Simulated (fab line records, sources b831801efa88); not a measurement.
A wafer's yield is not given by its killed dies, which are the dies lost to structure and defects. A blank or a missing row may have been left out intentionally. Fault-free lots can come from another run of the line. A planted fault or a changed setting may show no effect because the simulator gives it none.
fab line records	flow sky130
record: lots: 6	wafers: 18	lastDay: 50
route steps=708 shown NWELL@65 PAD_OPEN@708
lots that met no fault: from a run of the same line without faults
startH: hours from the record's opening day to when the first of the lot's shown wafers began	waitH: hours from the lot's prior step to this one	" identical to the entry in the row above	L1.1+2: a row that stands for several wafers	- no value present, or no start provided	* or withheld: withheld	< > ~ a bound
route shown NAME@n: NAME is a module with steps in the file, n the number in the route of the first one	usual: mean and standard deviation over wafers with no fault	same: alike in all rows	chamber/n: place in a boat	sites: each site's reading	_std_site: how widely they spread, as a standard deviation	_edge_site: outer sites' mean less inner sites'	radiusMm: how far each site lies from the wafer's centre	mask NAME#n: copy n	behind: tool/chamber where the wafer was last shaped	hold: cause of the lot's hold/its duration in hours/its outcome	device: which transistor (n, p or np) failed to switch	end of line: tests of these same wafers at the route's end	a step with no rows: only its recipe	killed: the dies lost at the first sort to structure and to defects; this is not the yield of the wafer	map: a wafer's dies, x killed, . not, _ none there
set.NAME: setting as actually run; set.NAME@STEP: the setting as run at that earlier step	model.NAME: the simulator's own value behind a step, which no gauge read
lots at some steps of the route; a table a step, a row a wafer
services: the hour from which a tool's chamber was out of use, counted from the record's first day as startH (under 0 if before that day), plus the number of hours and why
== steps ==
step: SKY_NWELL_IMPLANT_12
recipe: species: P	energyKev: 120	doseCm2: 1.3e+12	tiltDeg: withheld
step: SKY_NWELL_IMPLANT_13
recipe: species: P	energyKev: 50	doseCm2: 7e+11	tiltDeg: withheld
step: SKY_NWELL_STRIP_14
recipe: chemistry: O2/N2	powerW: 1400	pressureMtorr: 1500	platenTempC: withheld	o2FlowSccm: 3000	n2FlowSccm: 300	overashFraction: 0.5
usual: drypumpMotorCurrentA: 5.70/0.28	oesProductAu: 0.722/0.0048	stripTimeToEndpointS: 36.92/0.1
lot.wafer	tool	chamber	startH	waitH	drypumpMotorCurrentA	oesProductAu	rfHoursCounterH	stripTimeToEndpointS
L546.1	plasmaAsher-04	0	120.85	0.1	5.68	0.718	43	37.03
L546.3	"	1	"	"	5.27	0.723	-	36.90
L546.5	"	1	"	"	5.25	0.734	-	37.09
L549.2	plasmaAsher-01	1	135.53	0.1	5.98	0.723	48	36.93
L549.4	"	0	"	"	5.55	0.726	-	36.93
L549.6	"	1	"	"	5.99	0.728	-	36.97
L556.3	plasmaAsher-04	0	179.03	0.1	5.77	0.718	-	36.86
L556.5	"	0	"	"	5.76	0.718	-	36.96
L556.6	"	1	"	"	5.27	0.723	-	36.75
L558.3	plasmaAsher-04	1	195.27	0.1	5.22	0.728	-	36.86
L558.4	"	0	"	"	5.74	0.731	-	36.97
L558.6	"	1	"	"	5.24	0.726	-	36.90
L560.2	plasmaAsher-04	1	204.70	0.1	5.25	0.722	51	36.74
L560.3	"	0	"	"	5.72	0.713	-	36.79
L560.4	"	1	"	"	5.26	0.719	-	36.67
L563.2	plasmaAsher-03	0	223.55	0.1	5.96	0.721	39	36.95
L563.3	"	0	"	"	5.98	0.717	-	36.92
L563.4	"	1	"	"	5.92	0.719	-	36.95
step: SKY_NWELL_TW_MEAS_15
usual: NWELL_TW: 1812/7.3
lot.wafer	tool	chamber	startH	waitH	NWELL_TW
L546.1	filmMetro-03	-	120.95	0.1	1806
L546.3	"	-	"	"	1808
L546.5	"	-	"	"	1809
L549.2	filmMetro-03	-	135.64	0.1	1809
L549.4	"	-	"	"	1813
L549.6	"	-	"	"	1810
L556.3	filmMetro-03	-	179.12	0.1	1819
L556.5	"	-	"	"	1822
L556.6	"	-	"	"	1814
L558.3	filmMetro-01	-	195.35	0.1	1810
L558.4	"	-	"	"	1815
L558.6	"	-	"	"	1805
L560.2	filmMetro-01	-	204.81	0.1	1809
L560.3	"	-	"	"	1815
L560.4	"	-	"	"	1803
L563.2	filmMetro-03	-	223.66	0.1	1829
L563.3	"	-	"	"	1812
L563.4	"	-	"	"	1813
step: SKY_NWELL_DEHYDRATE_16
recipe: tempC: 200	timeS: 60
step: SKY_NWELL_HMDS_17
recipe: primeTimeS: 60	primeTempC: 120
step: SKY_NWELL_COAT_18
recipe: spinRpm: 2000	resistThkNm: 3000
step: SKY_NWELL_SOFTBAKE_19
recipe: tempC: 110	timeS: withheld
step: SKY_NWELL_EXPOSE_20
recipe: maskId: NWM_COMPLEMENT	na: 0.6	sourceShape: conventional	sigmaOuter: 0.6	polarization: unpolarized	targetCdNm: 840	doseMj: 260
step: SKY_NWELL_PEB_21
recipe: tempC: 115	timeS: withheld
step: SKY_NWELL_DEVELOP_22
recipe: wallAngleDeg: 90	developer: TMAH	developTimeS: 60	devTempC: 23
step: SKY_NWELL_OVL_MEAS_23
usual: NWELL_01_OVL: 0.1/1.3
lot.wafer	tool	chamber	startH	waitH	NWELL_01_OVL[nm]
L546.1	overlay-01	-	140.41	-	0.1
L546.3	"	-	"	"	0.0
L546.5	"	-	"	"	0.9
L549.2	overlay-01	-	154.70	-	0.4
L549.4	"	-	"	"	-0.3
L549.6	"	-	"	"	1.8
L556.3	overlay-02	-	199.91	-	-0.5
L556.5	"	-	"	"	-0.7
L556.6	"	-	"	"	-0.2
L558.3	overlay-02	-	217.66	-	-2.6
L558.4	"	-	"	"	1.6
L558.6	"	-	"	"	0.4
L560.2	overlay-02	-	227.22	-	-0.2
L560.3	"	-	"	"	0.3
L560.4	"	-	"	"	-0.1
L563.2	overlay-01	-	246.67	-	1.2
L563.3	"	-	"	"	-0.7
L563.4	"	-	"	"	-1.6
step: SKY_NWELL_IMPLANT_24
recipe: species: B	energyKev: 140	doseCm2: 9.2e+12	tiltDeg: withheld
usual: beamOnS: 10.02/0.2	doseIonsCm2: 9.202e+12/1.1e+10	faradayCurrentUA: 51.8/1.1
lot.wafer	tool	chamber	startH	waitH	beamOnS	doseIonsCm2	faradayCurrentUA
L546.1	implanter-04	0	140.45	0.0	9.77	9.197e+12	53.0
L546.3	"	0	"	"	9.82	9.213e+12	53.1
L546.5	"	0	"	"	9.79	9.203e+12	52.8
L549.2	implanter-04	0	154.76	0.0	9.97	9.185e+12	51.9
L549.4	"	0	"	"	10.01	9.184e+12	51.7
L549.6	"	0	"	"	10.02	9.184e+12	51.5
L556.3	implanter-04	0	199.98	0.1	9.84	1.344e+13	77.1
L556.5	"	0	"	"	10.19	1.3439e+13	74.3
L556.6	"	0	"	"	10.16	1.3434e+13	74.8
L558.3	implanter-04	0	217.73	0.1	10.31	1.3451e+13	73.8
L558.4	"	0	"	"	10.13	1.3459e+13	74.7
L558.6	"	0	"	"	10.26	1.3453e+13	74.0
L560.2	implanter-03	0	227.27	0.0	9.95	9.217e+12	52.6
L560.3	"	0	"	"	9.73	9.217e+12	53.0
L560.4	"	0	"	"	9.95	9.228e+12	51.9
L563.2	implanter-03	0	246.72	0.0	10.02	9.199e+12	51.8
L563.3	"	0	"	"	9.98	9.189e+12	52.1
L563.4	"	0	"	"	9.99	9.204e+12	51.9
step: SKY_NWELL_STRIP_25
recipe: chemistry: O2/N2	powerW: 1400	pressureMtorr: 1500	platenTempC: withheld	o2FlowSccm: 3000	n2FlowSccm: 300	overashFraction: 0.5
usual: drypumpMotorCurrentA: 5.69/0.28	oesProductAu: 0.723/0.0049	stripTimeToEndpointS: 36.99/0.087
lot.wafer	tool	chamber	startH	waitH	drypumpMotorCurrentA	oesProductAu	rfHoursCounterH	stripTimeToEndpointS
L546.1	plasmaAsher-01	0	140.60	0.1	5.54	0.723	49	37.06
L546.3	"	0	"	"	5.54	0.720	-	36.92
L546.5	"	1	"	"	6.02	0.718	-	37.14
L549.2	plasmaAsher-04	0	154.88	0.1	5.72	0.723	46	36.97
L549.4	"	0	"	"	5.74	0.718	-	37.06
L549.6	"	0	"	"	5.72	0.731	-	36.94
L556.3	plasmaAsher-04	1	200.12	0.1	5.25	0.714	-	36.97
L556.5	"	0	"	"	5.76	0.725	-	36.98
L556.6	"	1	"	"	5.25	0.718	-	37.03
L558.3	plasmaAsher-03	1	217.87	0.1	5.89	0.725	-	37.11
L558.4	"	0	"	"	5.95	0.721	-	36.96
L558.6	"	0	"	"	5.90	0.718	-	37.07
L560.2	plasmaAsher-04	0	227.40	0.1	5.72	0.727	54	36.98
L560.3	"	0	"	"	5.75	0.716	-	36.91
L560.4	"	1	"	"	5.25	0.725	-	36.86
L563.2	plasmaAsher-01	1	246.85	0.1	6.04	0.722	60	37.07
L563.3	"	0	"	"	5.52	0.732	-	37.00
L563.4	"	1	"	"	6.02	0.728	-	37.06
step: SKY_NWELL_TW_MEAS_26
usual: NWELL_2_TW: 495.1/2.2
lot.wafer	tool	chamber	startH	waitH	NWELL_2_TW
L546.1	filmMetro-03	-	140.70	0.1	492.7
L546.3	"	-	"	"	491.4
L546.5	"	-	"	"	493.2
L549.2	filmMetro-04	-	154.99	0.1	493.3
L549.4	"	-	"	"	496.5
L549.6	"	-	"	"	495.2
L556.3	filmMetro-04	-	200.20	0.1	552.1
L556.5	"	-	"	"	555.1
L556.6	"	-	"	"	554.8
L558.3	filmMetro-03	-	217.95	0.1	557.3
L558.4	"	-	"	"	558.2
L558.6	"	-	"	"	561.0
L560.2	filmMetro-04	-	227.51	0.1	493.8
L560.3	"	-	"	"	492.3
L560.4	"	-	"	"	491.4
L563.2	filmMetro-04	-	246.96	0.1	502.3
L563.3	"	-	"	"	496.5
L563.4	"	-	"	"	498.8
step: SKY_NWELL_CLEAN_27
recipe: chemistry: SC1/SC2	mix: 1:4:20	tempC: 70	timeS: 150	dry: n2Spin
step: SKY_PAD_OPEN_PROBE_99
usual: killed_at_M0_to_M3: 44/6	killed_at_M4_up: 2.9/1.5	killedAtContacts: 24/4.9	killedAtFrontEnd: 16/4.3	killedAtOther: 0.3/0.54	killedDies: 87/8.7	killedOpen: 48/6.7	killedShort: 39/5.9
same: grossDies: 492	killedAtBackSide: 0
lot.wafer	tool	chamber	startH	waitH	killed_at_M0_to_M3	killed_at_M4_up	killedAtContacts	killedAtFrontEnd	killedAtOther	killedDies	killedOpen	killedShort	model.etest.pfet_16v.rOnOhmUm	model.etest.resIsoPwell.rsOhmSq	model.etest.resPwellUnderGate.rsOhmSq	model.etest.nfet_16v.rOnOhmUm	model.etest.resIsoPwell.lineOhmUm	model.etest.tip_n_5v.rsOhmSq	model.etest.resIsoPwell.widthNm	model.etest.resNwell.widthNm
L546.1	prober-02	-	1115.15	0.1	51	4	19	17	0	91	51	40	1.52e+04	3202	2270	1.414e+04	1230	1387	2634	841.8
L546.3	prober-02	-	1115.25	0.2	39	2	29	17	0	87	44	43	1.486e+04	3058	2255	1.399e+04	1152	1385	2648	836.5
L546.5	prober-02	-	1115.35	0.2	44	4	30	19	1	98	55	43	1.511e+04	3228	2269	1.4e+04	1224	1372	2634	837.2
L549.2	prober-01	-	1127.06	0.1	45	1	26	13	0	85	48	37	1.544e+04	3134	2274	1.412e+04	1165	1386	2644	834.1
L549.4	prober-01	-	1127.16	0.2	56	3	14	18	1	92	36	56	1.542e+04	3128	2263	1.425e+04	1184	1378	2639	831
L549.6	prober-01	-	1127.26	0.2	39	1	21	11	0	72	37	35	1.552e+04	3127	2260	1.434e+04	1172	1381	2640	831
L556.3	prober-02	-	1165.47	0.2	41	2	26	14	1	84	50	34	1.248e+04	2170	1749	1.436e+04	799.6	1450	2675	805.7
L556.5	prober-02	-	1165.57	0.2	54	3	25	10	1	93	43	50	1.25e+04	2129	1740	1.445e+04	798	1450	2695	800.4
L556.6	prober-02	-	1165.62	0.2	46	3	22	11	0	82	47	35	1.269e+04	2206	1742	1.462e+04	820.7	1456	2656	801.8
L558.3	prober-02	-	1181.18	0.2	41	2	21	10	2	76	51	25	1.311e+04	2272	1759	1.432e+04	851.4	1447	2692	794.7
L558.4	prober-02	-	1181.23	0.2	50	2	23	8	1	84	54	30	1.292e+04	2270	1772	1.424e+04	852	1444	2693	797.1
L558.6	prober-02	-	1181.33	0.2	35	4	18	13	1	71	35	34	1.292e+04	2255	1785	1.431e+04	840.9	1441	2677	797.6
L560.2	prober-02	-	1187.43	0.1	44	4	22	19	1	90	52	36	1.511e+04	3183	2312	1.391e+04	1204	1385	2648	836.2
L560.3	prober-02	-	1187.48	0.2	35	1	20	18	0	74	43	31	1.511e+04	3073	2320	1.401e+04	1152	1396	2650	833.7
L560.4	prober-02	-	1187.53	0.2	47	4	22	16	0	89	48	38	1.513e+04	3126	2293	1.382e+04	1148	1392	2630	839
L563.2	prober-01	-	1198.40	0.1	48	4	21	21	0	94	53	41	1.466e+04	2734	2284	1.41e+04	1027	1372	2657	840.9
L563.3	prober-01	-	1198.45	0.2	37	4	34	17	1	93	41	52	1.539e+04	3077	2288	1.42e+04	1164	1383	2643	844.7
L563.4	prober-01	-	1198.50	0.2	44	4	24	20	0	92	52	40	1.535e+04	3146	2292	1.418e+04	1194	1391	2653	840.4
killed by level:class
L546.1 VIA1:geometricParticle:open=16 VIA3:geometricParticle:open=11 POLY_GATE:geometricParticle:short=7 VIA2:geometricParticle:short=6 METAL2:geometricParticle:short=5 LI_CONTACT:geometricParticle:open=4 CONTACT:geometricParticle:short=4 CONTACT:geometricParticle:open=4
L546.3 CONTACT:geometricParticle:open=8 LI_CONTACT:geometricParticle:open=7 VIA1:geometricParticle:open=7 POLY_GATE:geometricParticle:short=6 CONTACT:geometricParticle:short=6 VIA3:geometricParticle:short=6 FIELD_ISO:geometricParticle:open=5 VIA2:geometricParticle:open=5
L546.5 CONTACT:geometricParticle:open=16 VIA1:geometricParticle:open=11 VIA1:geometricParticle:short=9 POLY_GATE:geometricParticle:open=7 LI_CONTACT:geometricParticle:open=6 VIA3:geometricParticle:open=6 CONTACT:geometricParticle:short=5 FIELD_ISO:geometricParticle:short=4
L549.2 VIA2:geometricParticle:open=11 LI_CONTACT:geometricParticle:open=9 CONTACT:geometricParticle:open=9 VIA1:geometricParticle:short=7 METAL2:geometricParticle:short=6 VIA3:geometricParticle:open=6 POLY_GATE:geometricParticle:open=5 METAL1:geometricParticle:short=4
L549.4 METAL1:geometricParticle:short=10 METAL2:geometricParticle:short=8 VIA3:geometricParticle:open=7 VIA1:geometricParticle:open=7 VIA2:geometricParticle:open=7 POLY_GATE:geometricParticle:short=5 VIA2:geometricParticle:short=5 FIELD_ISO:geometricParticle:short=4
L549.6 LI_CONTACT:geometricParticle:open=9 VIA2:geometricParticle:open=9 FIELD_ISO:geometricParticle:short=6 CONTACT:geometricParticle:open=6 VIA1:geometricParticle:short=5 METAL2:geometricParticle:short=5 METAL1:geometricParticle:short=4 VIA1:geometricParticle:open=4
L556.3 VIA1:geometricParticle:open=11 LI_CONTACT:geometricParticle:open=9 CONTACT:geometricParticle:open=8 VIA1:geometricParticle:short=8 VIA3:geometricParticle:open=7 FIELD_ISO:geometricParticle:open=5 CONTACT:geometricParticle:short=5 VIA3:geometricParticle:short=5
L556.5 VIA1:geometricParticle:open=9 CONTACT:geometricParticle:short=8 CONTACT:geometricParticle:open=8 METAL1:geometricParticle:short=7 METAL2:geometricParticle:short=7 METAL3:geometricParticle:short=7 VIA2:geometricParticle:open=6 VIA3:geometricParticle:open=5
L556.6 VIA1:geometricParticle:open=12 CONTACT:geometricParticle:open=7 VIA2:geometricParticle:open=7 VIA1:geometricParticle:short=7 VIA3:geometricParticle:open=7 LI_CONTACT:geometricParticle:open=6 CONTACT:geometricParticle:short=4 METAL1:geometricParticle:short=4
L558.3 VIA1:geometricParticle:open=11 VIA2:geometricParticle:open=8 LI_CONTACT:geometricParticle:open=7 CONTACT:geometricParticle:open=7 VIA3:geometricParticle:open=6 VIA1:geometricParticle:short=4 POLY_GATE:geometricParticle:short=3 CONTACT:geometricParticle:short=3
L558.4 VIA1:geometricParticle:open=13 VIA3:geometricParticle:open=11 LI_CONTACT:geometricParticle:open=8 CONTACT:geometricParticle:open=8 VIA2:geometricParticle:open=7 METAL3:geometricParticle:short=6 METAL1:geometricParticle:short=5 VIA1:geometricParticle:short=4
L558.6 VIA3:geometricParticle:open=7 CONTACT:geometricParticle:open=6 FIELD_ISO:geometricParticle:short=4 LI_CONTACT:geometricParticle:open=4 LOCAL_INTERCONNECT:geometricParticle:short=4 METAL1:geometricParticle:short=4 VIA2:geometricParticle:open=4 POLY_GATE:geometricParticle:short=3
L560.2 VIA1:geometricParticle:open=12 METAL2:geometricParticle:short=8 POLY_GATE:geometricParticle:open=7 CONTACT:geometricParticle:short=7 VIA3:geometricParticle:open=7 VIA2:geometricParticle:open=7 CONTACT:geometricParticle:open=6 LI_CONTACT:geometricParticle:open=5
L560.3 CONTACT:geometricParticle:open=10 VIA3:geometricParticle:open=7 FIELD_ISO:geometricParticle:open=5 METAL2:geometricParticle:short=5 VIA2:geometricParticle:open=5 FIELD_ISO:geometricParticle:short=4 POLY_GATE:geometricParticle:open=4 LI_CONTACT:geometricParticle:open=4
L560.4 VIA1:geometricParticle:open=11 CONTACT:geometricParticle:open=10 VIA2:geometricParticle:open=8 METAL1:geometricParticle:short=6 FIELD_ISO:geometricParticle:open=5 CONTACT:geometricParticle:short=5 VIA3:geometricParticle:open=5 POLY_GATE:geometricParticle:short=4
L563.2 VIA2:geometricParticle:open=11 VIA1:geometricParticle:short=10 VIA1:geometricParticle:open=8 FIELD_ISO:geometricParticle:open=7 LI_CONTACT:geometricParticle:open=7 CONTACT:geometricParticle:open=7 FIELD_ISO:geometricParticle:short=6 CONTACT:geometricParticle:short=6
L563.3 CONTACT:geometricParticle:open=11 CONTACT:geometricParticle:short=9 LI_CONTACT:geometricParticle:open=8 METAL1:geometricParticle:short=6 VIA3:geometricParticle:short=6 FIELD_ISO:geometricParticle:short=5 VIA2:geometricParticle:open=5 VIA1:geometricParticle:open=5
L563.4 CONTACT:geometricParticle:open=9 VIA1:geometricParticle:open=9 METAL1:geometricParticle:short=8 VIA2:geometricParticle:open=8 POLY_GATE:geometricParticle:open=6 LI_CONTACT:geometricParticle:open=6 CONTACT:geometricParticle:short=6 POLY_GATE:geometricParticle:short=4
== services ==
tool	chamber	startH	hours	kind
implanter-04	-	115.29	1.3	repair
plasmaAsher-04	-	157.24	3.4	repair
plasmaAsher-03	-	169.87	14.6	pm
implanter-03	-	199.82	3.8	repair
== key ==
firstSign: step: SKY_NWELL_IMPLANT_24	reading: doseIonsCm2	direction: up	sigmas: 99+	usual: *	struck: *
effect: step: SKY_NWELL_IMPLANT_24	reading: faradayCurrentUA	direction: up	sigmas: 22	usual: 51.8	struck: 74.8
effect: step: SKY_NWELL_TW_MEAS_26	reading: NWELL_2_TW	direction: up	sigmas: 28	usual: 495.1	struck: 556.4
modelEffect: step: SKY_PAD_OPEN_PROBE_99	value: etest.pfet_16v.rOnOhmUm	without: 1.513e+04	struck: 1.277e+04
metAt SKY_NWELL_IMPLANT_24
struckWafers L556.3,L556.5,L556.6,L558.3,L558.4,L558.6
testerLeftOut L556,L558
onsetBetween 154.76 199.98
fault: kind: processParameterDrift	tool: implanter-04	chamber: -	onsetH: 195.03	steps: SKY_NWELL_IMPLANT_24	channel: doseCm2	offset: *	shape: step	endH: 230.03	actsIn: *	stated: *
testerLeftOut: of these lots the tester's yield and bins aren't shown, on N5 and GAA mostly nor the transistor test; their killed dies are dies lost to structure and defects alone, not to doping, threshold or leakage, so they don't give the yield
